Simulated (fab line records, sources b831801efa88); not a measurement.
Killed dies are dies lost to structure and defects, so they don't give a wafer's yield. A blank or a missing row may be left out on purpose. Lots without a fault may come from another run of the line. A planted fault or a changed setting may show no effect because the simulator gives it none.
Which tool did it? | flow sky130 | 12 lots, 36 wafers sampled, at 1 step of a route of 708

WHAT THE GAUGES READ, wafer by wafer
SKY_NWELL_OVL_MEAS_10.
lot  | measured     | on         | NWELL_00_OVL (nm)
L075 | day 5 00:19  | overlay-01 | -1.1 -1.9 -1.5
L077 | day 5 07:54  | overlay-01 | -2.3 -3.0 -1.6
L079 | day 5 18:49  | overlay-02 | -2.6 -1.5 -3.2
L080 | day 6 07:36  | overlay-02 | -2.9 -3.3 -2.5
L083 | day 6 19:59  | overlay-02 | -0.8 -0.4 -3.0
L085 | day 7 07:18  | overlay-01 | -0.3 -0.8 0.7
L087 | day 7 17:43  | overlay-01 | -1.3 -1.5 -2.6
L089 | day 8 07:16  | overlay-02 | -1.2 0.1 -0.9
L091 | day 8 16:16  | overlay-02 | -0.8 -0.4 -1.3
L093 | day 9 05:01  | overlay-01 | -0.1 -1.2 -1.1
L095 | day 9 21:28  | overlay-01 | -1.4 -1.1 -0.4
L097 | day 10 07:49 | overlay-01 | -1.3 -2.6 -1.5

WHICH TOOL RAN EACH LOT (tool, then ch and the chambers of the sampled wafers, then the start)
The record holds no process step before these readings.

THE ANSWER, worked out from the rows above alone
Rule: what is usual is taken from the lots themselves. Put in order of their means at a reading, lots are off if they are a third of the lots or fewer, leave a main group of 4 or more, and stand apart from it by a gap of 3 or more times the standard deviation of the main group's means; of several such gaps the widest counts. A main group whose means are all the same, to the digits that the tables above print for the reading, isn't used. A lot without any number at a reading at which 4 lots or more have one is off too. The other lots that the step has rows for count as sound.
No lot is off at any reading shown: from this, nothing can be told.

WHAT THE SIMULATOR HAD PUT IN
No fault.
